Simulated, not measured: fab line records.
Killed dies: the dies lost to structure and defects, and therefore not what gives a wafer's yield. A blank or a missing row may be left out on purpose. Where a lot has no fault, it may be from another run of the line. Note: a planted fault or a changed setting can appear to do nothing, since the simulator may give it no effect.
Which of the tools did it? -- flow sky130 -- 6 lots, 18 wafers sampled, at 1 step of a route of 708

## WHAT THE GAUGES SHOWED, per wafer
SKY_POLY_GATE_THK_MEAS_21.
lot,measured,on,POLY_GATE_OXIDATION_THK (nm)
L754,day 16 17:11,filmMetro-03,4.02 3.92 3.96
L756,day 17 12:58,filmMetro-02,3.81 3.95 3.95
L758,day 18 07:41,filmMetro-03,3.84 3.90 3.91
L760,day 19 03:07,filmMetro-03,4.03 4.12 4.06
L762,day 20 02:37,filmMetro-01,3.97 4.06 3.98
L764,day 20 12:14,filmMetro-01,4.06 4.07 4.17

## WHAT TOOL EACH LOT RAN ON (gives the tool, then ch and the chambers of the sampled wafers, and finally the start)
The record holds no process step before these readings.

## THE ANSWER, worked out from the rows above alone
Rule: usual is defined by the lots themselves. The widest of any qualifying gaps counts: lots, ordered by their means at a reading, are off when they make up no more than a third of the lots, leave a main group of 4 or more, and stand apart from it by 3 or more times the standard deviation of that group's means. If all means in a main group match to the digits the tables above print for the reading, that group is not used. Also off: a lot with no number at a reading for which 4 or more lots have one. All remaining lots with rows at the step are treated as sound.
None of the lots is off at any reading shown; this tells nothing.

## WHAT THE SIMULATOR PUT IN
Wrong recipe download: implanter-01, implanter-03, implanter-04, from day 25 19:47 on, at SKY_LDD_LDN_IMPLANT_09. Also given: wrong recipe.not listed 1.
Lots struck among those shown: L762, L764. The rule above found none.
